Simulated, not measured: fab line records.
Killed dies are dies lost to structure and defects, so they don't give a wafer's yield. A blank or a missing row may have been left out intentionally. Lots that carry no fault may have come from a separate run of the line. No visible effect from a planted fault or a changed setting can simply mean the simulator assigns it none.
fab line records	flow sky130
[record] lots = 6	wafers = 18	lastDay = 50
route steps=708 shown CONTACT@414 PAD_OPEN@708
lots untouched by any fault: they come from a run of this same line in which no faults occurred
startH: hours from the record's opening day to when the first of the lot's shown wafers began	waitH: how many hours have passed since the lot's step before this one	" unchanged from the row above	L1.1+2: a row that stands for several wafers	- value missing, or start not given	* or withheld: withheld	< > ~ a bound
route shown NAME@n: names a module that has steps shown in the file, with the first one's number in the route	usual: average and standard deviation across the fault-free wafers	same: alike in all rows	chamber/n: place in a boat	sites: each site's reading	_std_site: the values' standard deviation	_edge_site: mean of outer sites minus mean of inner sites	radiusMm: for every site, how far away it sits from the centre of the wafer	mask NAME#n: copy n	behind: the last tool/chamber to shape the wafer	hold: what put the lot on hold/how long, in hours/how the hold closed	device: transistor that didn't switch, given as n, p or np	end of line: tests run on the same wafers once the route is complete	for a step that has no rows: nothing shown but its recipe	killed: dies lost to structure and defects at the first sort, not the wafer's yield	map: dies across one wafer; x = killed, . = not, _ = none there
set.NAME: setting as actually run; set.NAME@STEP: the setting as run at that earlier step	model.NAME: the simulator's own value behind a step, which no gauge read
lots at selected steps of the route; one table per step, one row per wafer
services: the hour from which a tool's chamber was out of use, counted from the record's first day as startH (under 0 if before that day), plus the number of hours and why
[[steps]]
[step SKY_CONTACT_COAT_08]
[recipe] resist = BARC	tempC = withheld	timeS = withheld	spinRpm = 3000	resistThkNm = 60
[step SKY_CONTACT_COAT_09]
[recipe] resist = KrF-thick	spinRpm = 3000	resistThkNm = 450
[step SKY_CONTACT_SOFTBAKE_10]
[recipe] tempC = 100	timeS = 90	resist = KrF-thick
[step SKY_CONTACT_EXPOSE_11]
[recipe] maskId = CTM1	na = 0.8	sourceShape = annular	sigmaInner = 0.55	sigmaOuter = 0.85	targetCdNm = 170	doseMj = 38
[step SKY_CONTACT_PEB_12]
[recipe] pebTempC = withheld	pebTimeS = withheld	resist = KrF-thick
[step SKY_CONTACT_DEVELOP_13]
[recipe] developTimeS = 60	resist = KrF-thick	devTempC = 21
[step SKY_CONTACT_CD_MEAS_14]
[recipe] targetCdNm = 170
[usual] cdNm = 170.3/1.4
lot.wafer	tool	chamber	startH	waitH	cdNm
L144.1	cdSem-02	-	756.35	-	171.7
L144.2	"	-	"	"	170.9
L144.6	"	-	"	"	172.1
L149.2	cdSem-01	-	797.02	-	170.1
L149.4	"	-	"	"	168.8
L149.5	"	-	"	"	168.7
L156.2	cdSem-01	-	842.57	-	172.3
L156.4	"	-	"	"	171.9
L156.6	"	-	"	"	172.4
L158.3	cdSem-02	-	882.94	-	170.2
L158.4	"	-	"	"	170.7
L158.6	"	-	"	"	169.9
L163.1	cdSem-02	-	895.35	-	171.8
L163.2	"	-	"	"	172.6
L163.3	"	-	"	"	170.8
L164.1	cdSem-01	-	903.45	-	172.8
L164.5	"	-	"	"	172.4
L164.6	"	-	"	"	171.2
[step SKY_CONTACT_OVL_MEAS_15]
[usual] CONTACT_OVL = -1/5.7
lot.wafer	tool	chamber	startH	waitH	CONTACT_OVL[nm]
L144.1	overlay-01	-	756.47	0.1	0
L144.2	"	-	"	"	-4
L144.6	"	-	"	"	-7
L149.2	overlay-02	-	797.13	0.1	-1
L149.4	"	-	"	"	8
L149.5	"	-	"	"	-4
L156.2	overlay-02	-	842.68	0.1	4
L156.4	"	-	"	"	-5
L156.6	"	-	"	"	-1
L158.3	overlay-02	-	883.03	0.1	-5
L158.4	"	-	"	"	8
L158.6	"	-	"	"	1
L163.1	overlay-01	-	895.47	0.1	-9
L163.2	"	-	"	"	0
L163.3	"	-	"	"	4
L164.1	overlay-01	-	903.57	0.1	6
L164.5	"	-	"	"	12
L164.6	"	-	"	"	-3
[step SKY_CONTACT_ETCH_16]
[recipe] chemistry = N2/H2	target = BARC	ionEnergyEv = 200	sourceW = 500	biasW = 100	pressureMtorr = 30	n2FlowSccm = 100	h2FlowSccm = 200	stopOn = SiO2	timeS = 45.9	targetDepthA = 600
[usual] drypumpMotorCurrentA = 5.4/0.37	oesProductAu = 0.854/0.0045	throttleValvePct = 13.224/0.0095
lot.wafer	tool	chamber	startH	waitH	drypumpMotorCurrentA	oesProductAu	rfHoursCounterH	throttleValvePct
L144.1	rieDiel-03	2	756.51	0.0	5.3	0.856	14	13.219
L144.2	"	1	"	"	5.4	0.856	7	13.225
L144.6	"	3	"	"	5.0	0.853	-	13.236
L149.2	rieDiel-02	0	797.16	0.0	5.1	0.850	5	13.215
L149.4	"	3	"	"	5.8	0.848	16	13.220
L149.5	"	2	"	"	5.3	0.851	-	13.220
L156.2	rieDiel-04	2	842.71	0.0	5.1	0.857	17	13.223
L156.4	"	0	"	"	5.1	0.847	17	13.215
L156.6	"	1	"	"	5.9	0.863	-	13.227
L158.3	rieDiel-04	2	883.06	0.0	5.1	0.851	18	13.237
L158.4	"	1	"	"	6.0	0.851	13	13.217
L158.6	"	1	"	"	5.9	0.853	-	13.215
L163.1	rieDiel-03	2	895.51	0.0	5.3	0.862	19	13.219
L163.2	"	0	"	"	5.4	0.850	15	13.223
L163.3	"	3	"	"	4.9	0.859	7	13.235
L164.1	rieDiel-02	0	903.61	0.0	5.1	0.852	9	13.231
L164.5	"	0	"	"	5.1	0.854	-	13.232
L164.6	"	3	"	"	5.8	0.858	-	13.210
[step SKY_CONTACT_ETCH_17]
[recipe] target = SiO2	chemistry = C4F8/O2/Ar	stopOn = Si3N4	maskMaterial = KrF-thick	sourceW = 1500	biasW = 1200	pressureMtorr = 40	c4f8FlowSccm = withheld	O2_flow_sccm = 6	Ar_flow_sccm = 300	timeS = withheld	targetDepthA = 3400
[usual] oesProductAu = 0.892/0.0046
lot.wafer	tool	chamber	startH	waitH	oesProductAu
L144.1	rieDiel-03	2	756.55	0.0	0.893
L144.2	"	1	"	"	0.895
L144.6	"	3	"	"	0.889
L149.2	rieDiel-02	0	797.20	0.0	0.890
L149.4	"	3	"	"	0.892
L149.5	"	2	"	"	0.892
L156.2	rieDiel-04	2	842.75	0.0	0.894
L156.4	"	0	"	"	0.893
L156.6	"	1	"	"	0.901
L158.3	rieDiel-04	2	883.10	0.0	0.887
L158.4	"	1	"	"	0.895
L158.6	"	1	"	"	0.892
L163.1	rieDiel-03	2	895.55	0.0	0.889
L163.2	"	0	"	"	0.884
L163.3	"	3	"	"	0.898
L164.1	rieDiel-02	0	903.65	0.0	0.892
L164.5	"	0	"	"	0.900
L164.6	"	3	"	"	0.894
[step SKY_CONTACT_ETCH_18]
[recipe] target = Si3N4	chemistry = CHF3/O2	stopOn = TiN	sourceW = 600	biasW = 200	pressureMtorr = 40	chf3FlowSccm = 50	O2_flow_sccm = 5	timeS = 39	targetDepthA = 750
[usual] O2_flow_sccm = 5.000/0.014	drypumpMotorCurrentA = 5.4/0.38	oesProductAu = 0.857/0.0081	throttleValvePct = 8.792/0.0087
lot.wafer	tool	chamber	startH	waitH	O2_flow_sccm	drypumpMotorCurrentA	oesProductAu	rfHoursCounterH	throttleValvePct
L144.1	rieDiel-03	2	-	-	5.024	5.3	0.839	14	8.800
L144.2	"	1	"	"	5.017	5.4	0.849	7	8.786
L144.6	"	3	"	"	4.997	4.9	0.857	-	8.808
L149.2	rieDiel-02	0	-	-	4.994	5.1	0.865	5	8.775
L149.4	"	3	"	"	5.002	5.8	0.861	16	8.801
L149.5	"	2	"	"	5.003	5.2	0.863	-	8.789
L156.2	rieDiel-04	2	-	-	4.998	5.1	0.837	17	8.815
L156.4	"	0	"	"	5.003	5.0	0.851	17	8.800
L156.6	"	1	"	"	4.968	5.9	0.855	-	8.777
L158.3	rieDiel-04	2	-	-	4.992	5.0	0.847	18	8.784
L158.4	"	1	"	"	4.982	5.9	0.861	13	8.793
L158.6	"	1	"	"	5.021	5.9	0.855	-	8.807
L163.1	rieDiel-03	2	-	-	5.004	5.2	0.852	19	8.793
L163.2	"	0	"	"	5.001	5.4	0.864	16	8.804
L163.3	"	3	"	"	5.013	5.0	0.863	7	8.790
L164.1	rieDiel-02	0	-	-	5.009	5.1	0.858	9	8.785
L164.5	"	0	"	"	5.001	5.1	0.857	-	8.797
L164.6	"	3	"	"	5.016	5.8	0.854	-	8.774
[step SKY_CONTACT_STRIP_19]
[recipe] chemistry = O2/N2	powerW = 1400	pressureMtorr = 1500	platenTempC = withheld	o2FlowSccm = 3000	n2FlowSccm = 300	overashFraction = 0.5
[usual] drypumpMotorCurrentA = 5.9/0.4	oesProductAu = 0.381/0.005	stripTimeToEndpointS = 3.62/0.038
lot.wafer	tool	chamber	startH	waitH	drypumpMotorCurrentA	oesProductAu	rfHoursCounterH	stripTimeToEndpointS
L144.1	plasmaAsher-04	1	756.64	-	6.0	0.384	33	3.64
L144.2	"	0	"	"	5.8	0.379	33	3.64
L144.6	"	1	"	"	6.0	0.383	-	3.55
L149.2	plasmaAsher-02	0	797.29	-	5.1	0.383	68	3.60
L149.4	"	1	"	"	6.2	0.378	-	3.62
L149.5	"	1	"	"	6.2	0.390	-	3.62
L156.2	plasmaAsher-02	0	842.84	-	5.1	0.392	72	3.65
L156.4	"	0	"	"	5.1	0.380	-	3.61
L156.6	"	0	"	"	5.1	0.375	-	3.64
L158.3	plasmaAsher-04	0	883.22	-	5.7	0.382	-	3.62
L158.4	"	1	"	"	6.0	0.379	-	3.63
L158.6	"	1	"	"	6.0	0.375	-	3.63
L163.1	plasmaAsher-04	1	895.64	-	6.0	0.384	46	3.69
L163.2	"	0	"	"	5.7	0.382	46	3.63
L163.3	"	0	"	"	5.7	0.379	-	3.59
L164.1	plasmaAsher-02	0	903.74	-	5.1	0.386	78	3.62
L164.5	"	0	"	"	5.1	0.381	-	3.59
L164.6	"	1	"	"	6.2	0.391	-	3.65
[step SKY_CONTACT_STRIP_20]
[recipe] chemistry = postEtchResidueRemover	timeS = 1200	tempC = 72.5
[usual] bathGuardTempC = 72.5/0.45	tempC = 72.54/0.12
lot.wafer	tool	chamber	startH	waitH	bathGuardTempC	tempC
L144.1	wetBench-01	0	756.74	0.1	71.9	72.46
L144.2	"	0	"	"	72.3	72.43
L144.6	"	0	"	"	72.4	72.46
L149.2	wetBench-02	3	797.39	0.1	72.2	72.51
L149.4	"	3	"	"	72.3	72.65
L149.5	"	3	"	"	72.2	72.63
L156.2	wetBench-02	3	842.94	0.1	68.8	69.23
L156.4	"	3	"	"	68.8	69.15
L156.6	"	3	"	"	69.1	68.99
L158.3	wetBench-02	3	883.29	0.0	69.3	68.65
L158.4	"	3	"	"	69.1	68.65
L158.6	"	3	"	"	68.6	68.73
L163.1	wetBench-03	1	895.74	0.1	73.3	72.65
L163.2	"	1	"	"	72.6	72.58
L163.3	"	1	"	"	72.6	72.64
L164.1	wetBench-01	0	903.84	0.1	72.1	72.55
L164.5	"	0	"	"	72.3	72.45
L164.6	"	0	"	"	72.0	72.39
[step SKY_CONTACT_CLEAN_21]
[recipe] chemistry = IPA	timeS = 180	tempC = 25
[step SKY_PAD_OPEN_PROBE_99]
[usual] killed_at_M0_to_M3 = 44/6.4	killed_at_M4_up = 3.0/1.8	killedAtContacts = 24/5	killedAtFrontEnd = 16/4.3	killedAtOther = 0.4/0.76	killedDies = 88/8.6	killedOpen = 47/7.2	killedShort = 40/5.5
[same] grossDies = 492	killedAtBackSide = 0
lot.wafer	tool	chamber	startH	waitH	killed_at_M0_to_M3	killed_at_M4_up	killedAtContacts	killedAtFrontEnd	killedAtOther	killedDies	killedOpen	killedShort
L144.1	prober-02	-	1091.48	0.1	49	2	22	26	0	99	56	42
L144.2	prober-02	-	1091.53	0.1	42	4	22	16	0	84	32	51
L144.6	prober-02	-	1091.73	0.2	52	1	23	14	1	91	51	38
L156.2	prober-02	-	1154.12	0.1	35	5	28	26	1	95	55	38
L156.4	prober-02	-	1154.22	0.2	38	3	26	15	0	82	38	43
L156.6	prober-02	-	1154.32	0.2	44	1	22	18	0	85	45	40
L158.3	prober-01	-	1181.66	0.2	36	4	20	14	0	74	38	35
L158.4	prober-01	-	1181.71	0.2	40	2	24	17	0	83	47	36
L158.6	prober-01	-	1181.81	0.2	50	4	31	14	0	99	60	38
// killed by level:class
L144.1 VIA1:geometricParticle:open=10 POLY_GATE:geometricParticle:short=9 POLY_GATE:geometricParticle:open=8 CONTACT:geometricParticle:open=8 VIA1:geometricParticle:short=8 VIA2:geometricParticle:open=7 LI_CONTACT:geometricParticle:open=6 VIA3:geometricParticle:open=6
L144.2 CONTACT:geometricParticle:short=8 METAL1:geometricParticle:short=8 VIA1:geometricParticle:open=7 METAL2:geometricParticle:short=6 LOCAL_INTERCONNECT:geometricParticle:short=5 CONTACT:geometricParticle:open=5 METAL3:geometricParticle:short=5 FIELD_ISO:geometricParticle:open=4
L144.6 VIA3:geometricParticle:open=11 LI_CONTACT:geometricParticle:open=7 CONTACT:geometricParticle:open=7 VIA1:geometricParticle:open=7 METAL2:geometricParticle:short=7 VIA1:geometricParticle:short=6 VIA3:geometricParticle:short=6 POLY_GATE:geometricParticle:open=5
L156.2 CONTACT:geometricParticle:open=15 VIA1:geometricParticle:open=8 POLY_GATE:geometricParticle:short=7 VIA2:geometricParticle:open=7 LI_CONTACT:geometricParticle:open=6 VIA1:geometricParticle:short=6 FIELD_ISO:geometricParticle:short=5 METAL2:geometricParticle:short=5
L156.4 LI_CONTACT:geometricParticle:open=11 FIELD_ISO:geometricParticle:short=8 CONTACT:geometricParticle:open=7 VIA1:geometricParticle:open=7 METAL1:geometricParticle:short=6 VIA3:geometricParticle:open=5 CONTACT:geometricParticle:short=5 VIA2:geometricParticle:short=5
L156.6 CONTACT:geometricParticle:open=13 VIA2:geometricParticle:open=9 METAL1:geometricParticle:short=7 VIA1:geometricParticle:short=7 CONTACT:geometricParticle:short=6 VIA3:geometricParticle:open=6 FIELD_ISO:geometricParticle:short=5 POLY_GATE:geometricParticle:short=5
L158.3 LI_CONTACT:geometricParticle:short=7 VIA3:geometricParticle:open=7 VIA1:geometricParticle:open=6 POLY_GATE:geometricParticle:open=5 LI_CONTACT:geometricParticle:open=5 VIA2:geometricParticle:open=5 VIA3:geometricParticle:short=5 POLY_GATE:geometricParticle:short=4
L158.4 LI_CONTACT:geometricParticle:open=9 METAL2:geometricParticle:short=8 VIA2:geometricParticle:open=8 VIA1:geometricParticle:open=7 CONTACT:geometricParticle:open=6 POLY_GATE:geometricParticle:open=5 POLY_GATE:geometricParticle:short=5 VIA3:geometricParticle:open=5
L158.6 VIA2:geometricParticle:open=15 CONTACT:geometricParticle:open=14 VIA1:geometricParticle:open=9 LI_CONTACT:geometricParticle:open=7 LOCAL_INTERCONNECT:geometricParticle:short=7 VIA3:geometricParticle:open=4 METAL2:geometricParticle:short=4 VIA3:geometricParticle:short=4
[[services]]
tool	chamber	startH	hours	kind
rieDiel-03	1	782.40	21.7	repair
plasmaAsher-04	-	787.64	0.7	repair
rieDiel-02	2	810.79	31.5	repair
rieDiel-04	3	824.00	11.3	repair
rieDiel-04	0	828.41	5.4	repair
rieDiel-04	1	828.77	6.9	repair
rieDiel-04	2	834.22	7.9	repair
rieDiel-02	1	840.87	4.1	repair
rieDiel-04	1	847.74	14.6	repair
rieDiel-02	3	858.95	3.1	repair
rieDiel-02	1	877.29	3.6	repair
[[key]]
[firstSign] step = SKY_CONTACT_STRIP_20	reading = tempC	direction = down	sigmas = 30	usual = *	struck = *
[effect] step = SKY_CONTACT_STRIP_20	reading = bathGuardTempC	direction = down	sigmas = 7.8	usual = *	struck = *
metAt SKY_CONTACT_STRIP_20
struckWafers L156.2,L156.4,L156.6,L158.3,L158.4,L158.6
testerLeftOut L156,L158
onsetBetween 797.39 842.94
[fault] kind = processParameterDrift	tool = wetBench-02	chamber = -	onsetH = 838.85	steps = SKY_CONTACT_STRIP_20	channel = tempC	offset = *	shape = step	endH = 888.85	actsIn = *	stated = *
// testerLeftOut: of these lots the tester's yield and bins aren't shown, on N5 and GAA mostly nor the transistor test; their killed dies are dies lost to structure and defects alone, not to doping, threshold or leakage, so they don't give the yield
